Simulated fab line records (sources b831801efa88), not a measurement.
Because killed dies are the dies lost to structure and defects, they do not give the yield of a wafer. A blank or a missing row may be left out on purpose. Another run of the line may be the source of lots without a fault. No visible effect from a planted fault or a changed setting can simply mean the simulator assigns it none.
Code-filled problem report in 8D (eight disciplines) form | flow gf180mcu | the parts of the form that need people (team, actions taken, sign-off) are left out

1. WHAT IS WRONG
Mean of runLengthS at GF_STI_ETCH_14: 123.7 s across 3 wafers in 2 lots; on wafers with no fault it is 131.4 s (standard deviation 0.7). That is -11 standard deviations from the usual mean.
The step: etches Si in HBr/Cl2/O2, target depth 360 nm, time 102.9 s.
First observed at day 5 00:59: wafer L973.2, on rieSi-01. Wafers with a number at this step in the record: 18, from 6 lots. Rule for "out", or "out of limits": more than 4 standard deviations from the usual mean. The other wafers with a number count as sound.

2. WHAT IT IS; WHAT IT IS NOT
question                    | is                     | is not
which readings at this step | runLengthS             | drypumpMotorCurrentA, mfcCl2Sccm, oesProductAu, throttleValvePct
which lots                  | L973, L974             | L960, L965, L980, L981
which wafers of those lots  | L973.2, L973.3, L974.3 | L973.5, L974.5, L974.6
read on which tools         | rieSi-01               | rieSi-02
when                        | from day 5 00:59       | up to then (7 sound wafers); but 8 sound wafers of L974, L980, L981 came after

3. THE SUSPECTS, EACH WITH WHAT RULES IT OUT
Counting: any tool at a process step up to the reading remains a suspect provided it ran every lot that is out. Sound lots after the first of them don't rule it out here, since some wafers of a struck lot are sound.
- rieSi-01 at GF_STI_ETCH_14 (etches Si in HBr/Cl2/O2, target depth 360 nm, time 102.9 s): kept. Every lot that is out went through it, the first being L973 (day 5 00:59); the last sound lot it ran before that was L965 (day 3 08:20). Out on those wafers are its own readings of runLengthS.
The count leaves rieSi-01 at GF_STI_ETCH_14.

4. THE CAUSE (what the simulator had put in)
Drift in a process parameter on rieSi-01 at GF_STI_ETCH_14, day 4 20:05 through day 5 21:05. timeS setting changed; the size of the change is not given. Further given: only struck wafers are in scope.
After counting, this tool was the only one left.

5. SEQUENCE OF EFFECTS, ordered by route
One row per reading whose mean, taken over the struck wafers that have a number, lies over 3 standard deviations from the usual. Only readings for which the record gives a usual standard deviation are gone through. hours: the time from each lot's start at the first step in this table that gives one to its start at this step, as a median over the lots. sigmas: the change in usual standard deviations.
hours | step           | reading    | usual   | on struck wafers | change | sigmas
0     | GF_STI_ETCH_14 | runLengthS | 131.4 s | 123.7            | -7.7   | -11
Here are the process steps it includes:
- GF_STI_ETCH_14: etches Si in HBr/Cl2/O2, target depth 360 nm, time 102.9 s.
Readings that are blank on the struck wafers while sound wafers have them: rfFwdPowerW at GF_STI_ETCH_14.

6. HOW IT WOULD HAVE BEEN CAUGHT EARLIER
First out-of-limits reading in this record: day 5 00:59, which is 5 hours after fault onset at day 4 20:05.
